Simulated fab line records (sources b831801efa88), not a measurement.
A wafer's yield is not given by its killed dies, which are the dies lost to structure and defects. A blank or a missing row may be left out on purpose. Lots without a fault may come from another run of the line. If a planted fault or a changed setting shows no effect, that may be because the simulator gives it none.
Matching of chambers / flow sky130 / SKY_PASSIVATION_CVD_00 on pecvd-02: 3 sister chambers
The step deposits SiO2, target thk 90 nm. 3 wafers are shown with their chamber, then 9 later ones without.

== WAFERS, EACH WITH ITS CHAMBER ==
wafer=L089.6; chamber=2; heater-power-w (W)=858
wafer=L091.5; chamber=1; heater-power-w (W)=642
wafer=L091.6; chamber=0; heater-power-w (W)=599

== WAFERS WITHOUT THEIR CHAMBER ==
wafer=L094.1; heater-power-w (W)=569
wafer=L094.5; heater-power-w (W)=630
wafer=L094.6; heater-power-w (W)=573
wafer=L093.3; heater-power-w (W)=653
wafer=L093.5; heater-power-w (W)=685
wafer=L093.6; heater-power-w (W)=881
wafer=L095.1; heater-power-w (W)=867
wafer=L095.2; heater-power-w (W)=678
wafer=L095.3; heater-power-w (W)=668

== EACH ONE'S CHAMBER ==
wafer=L094.1; from the rows above=can't be placed: 0 or 1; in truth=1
wafer=L094.5; from the rows above=can't be placed: 1 or 0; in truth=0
wafer=L094.6; from the rows above=can't be placed: 0 or 1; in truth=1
wafer=L093.3; from the rows above=can't be placed: 1 or 0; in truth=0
wafer=L093.5; from the rows above=can't be placed: 1 or 0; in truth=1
wafer=L093.6; from the rows above=2; in truth=2
wafer=L095.1; from the rows above=2; in truth=2
wafer=L095.2; from the rows above=can't be placed: 1 or 0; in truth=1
wafer=L095.3; from the rows above=can't be placed: 1 or 0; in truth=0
2 of 9 placed correctly. These rows do not allow placing 7 (true chamber among the candidates in 7). Number placed wrongly: 0.
How it was worked out, from the rows above alone: a wafer's distance from a chamber is the root of the sum, over the readings, of the square of ((its reading less the chamber's mean) divided by the reading's scatter). If the next closest chamber is less than 2 further off than the closest, the wafer can't be placed; otherwise it belongs to the closest. For every chamber, the mean is computed from those of its wafers that are shown. The scatter: with one shown wafer a chamber, the root of the mean of the squares of how far each hidden wafer lies from its nearest shown one.
